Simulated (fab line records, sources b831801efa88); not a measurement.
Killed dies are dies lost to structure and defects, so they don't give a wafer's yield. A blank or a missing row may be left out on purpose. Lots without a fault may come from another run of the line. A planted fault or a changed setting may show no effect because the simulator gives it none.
Which tool did it? | flow gf180mcu | 12 lots, 36 wafers sampled, at 3 steps of a route of 602

WHAT THE GAUGES READ, wafer by wafer
GF_V3_THK_MEAS_01.
lot  | measured     | on            | V3_CVD_00_THK (nm)
L075 | day 21 18:14 | film_metro-03 | 589 591 586
L077 | day 22 09:10 | film_metro-03 | 590 589 592
L079 | day 23 08:37 | film_metro-01 | 591 583 589
L081 | day 23 20:26 | film_metro-01 | 587 589 577
L083 | day 24 15:53 | film_metro-03 | 577 585 573
L085 | day 25 10:56 | film_metro-02 | 588 587 587
L087 | day 26 06:07 | film_metro-03 | 583 581 586
L089 | day 26 19:34 | film_metro-01 | 590 587 592
L091 | day 27 08:56 | film_metro-02 | 581 578 589
L093 | day 27 23:44 | film_metro-01 | 588 581 585
L095 | day 28 11:08 | film_metro-01 | 586 578 580
L097 | day 28 19:55 | film_metro-01 | 584 581 587

WHICH TOOL RAN EACH LOT (tool, then ch and the chambers of the sampled wafers, then the start)
lot  | GF_M3_SPUTTER_01             | GF_M3_SPUTTER_03
L075 | pvd_sputter-03, day 20 17:07 | pvd_sputter-03, day 20 17:10
L077 | pvd_sputter-01, day 21 08:20 | pvd_sputter-01, day 21 08:24
L079 | pvd_sputter-03, day 22 08:59 | pvd_sputter-03, day 22 09:03
L081 | pvd_sputter-04, day 22 20:41 | pvd_sputter-04, day 22 20:44
L083 | pvd_sputter-04, day 23 16:55 | pvd_sputter-04, day 23 16:59
L085 | pvd_sputter-01, day 24 11:35 | pvd_sputter-01, day 24 11:38
L087 | pvd_sputter-03, day 25 07:55 | pvd_sputter-03, day 25 07:59
L089 | pvd_sputter-03, day 25 20:52 | pvd_sputter-03, day 25 20:55
L091 | pvd_sputter-01, day 26 10:42 | pvd_sputter-01, day 26 10:46
L093 | pvd_sputter-01, day 27 03:23 | pvd_sputter-01, day 27 03:26
L095 | pvd_sputter-03, day 27 14:59 | pvd_sputter-03, day 27 15:03
L097 | pvd_sputter-03, day 27 23:51 | pvd_sputter-03, day 27 23:55
- GF_M3_SPUTTER_01: material TiN, target thk 30 nm, time 25 s.
- GF_M3_SPUTTER_03: material Ti, target thk 10 nm, time 6.7 s.

THE ANSWER, worked out from the rows above alone
Rule: what is usual is taken from the lots themselves. Put in order of their means at a reading, lots are off if they are a third of the lots or fewer, leave a main group of 4 or more, and stand apart from it by a gap of 3 or more times the standard deviation of the main group's means; of several such gaps the widest counts. A main group whose means are all the same, to the digits that the tables above print for the reading, isn't used. A lot without any number at a reading at which 4 lots or more have one is off too. The other lots that the step has rows for count as sound.
No lot is off at any reading shown: from this, nothing can be told.

WHAT THE SIMULATOR HAD PUT IN
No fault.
